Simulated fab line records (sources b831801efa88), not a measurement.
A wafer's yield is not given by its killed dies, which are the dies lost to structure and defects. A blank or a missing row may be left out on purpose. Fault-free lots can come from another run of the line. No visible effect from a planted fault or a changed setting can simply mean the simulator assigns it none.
Matching of chambers ; flow sky130 ; SKY_SPACER_ETCHBACK_02 on rie_diel-03: 4 sister chambers
The step etches Si3N4 in CH3F/O2, stops on SiO2, time 46.7 s, target depth 45 nm. 8 wafers are shown with their chamber, then 10 later ones without.

## WAFERS WITH THEIR CHAMBER
wafer;chamber;drypump_motor_current_A (A);throttle_valve_pct (%)
L082.1;0;5.2;10.561
L082.4;0;5.3;10.560
L088.2;2;4.9;10.559
L089.3;3;6.3;10.540
L089.4;1;6.5;10.545
L089.5;1;6.5;10.563
L091.3;2;5.0;10.572
L091.4;3;6.3;10.569

## WAFERS WITHOUT THEIR CHAMBER
wafer;drypump_motor_current_A (A);throttle_valve_pct (%)
L091.5;6.3;10.553
L090.1;6.5;10.567
L090.3;4.9;10.556
L090.4;6.3;10.567
L097.1;4.9;10.566
L097.3;5.3;10.563
L097.4;6.4;10.558
L096.1;5.3;10.574
L096.2;6.4;10.562
L096.4;4.9;10.562

## THE CHAMBER EACH PASSED THROUGH
wafer;from the rows above;in truth
L091.5;3;3
L090.1;1;1
L090.3;2;2
L090.4;3;3
L097.1;2;2
L097.3;0;0
L097.4;can't be placed: 3 or 1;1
L096.1;0;0
L096.2;can't be placed: 3 or 1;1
L096.4;2;2
Correctly placed: 8 of 10. Cannot be placed on the basis of these rows: 2; the candidates contain the true chamber in 2. Placed wrongly: 0.
How it was worked out, from the rows above alone: a wafer's distance from a chamber is the root of the sum, over the readings, of the square of ((its reading less the chamber's mean) divided by the reading's scatter). If the next closest chamber is less than 2 further off than the closest, the wafer can't be placed; otherwise it belongs to the closest. The mean given for a chamber averages the wafers shown for that chamber. The scatter: the root of (the sum of the squares of (reading less its chamber's mean) over the shown wafers, divided by (wafers less chambers)).
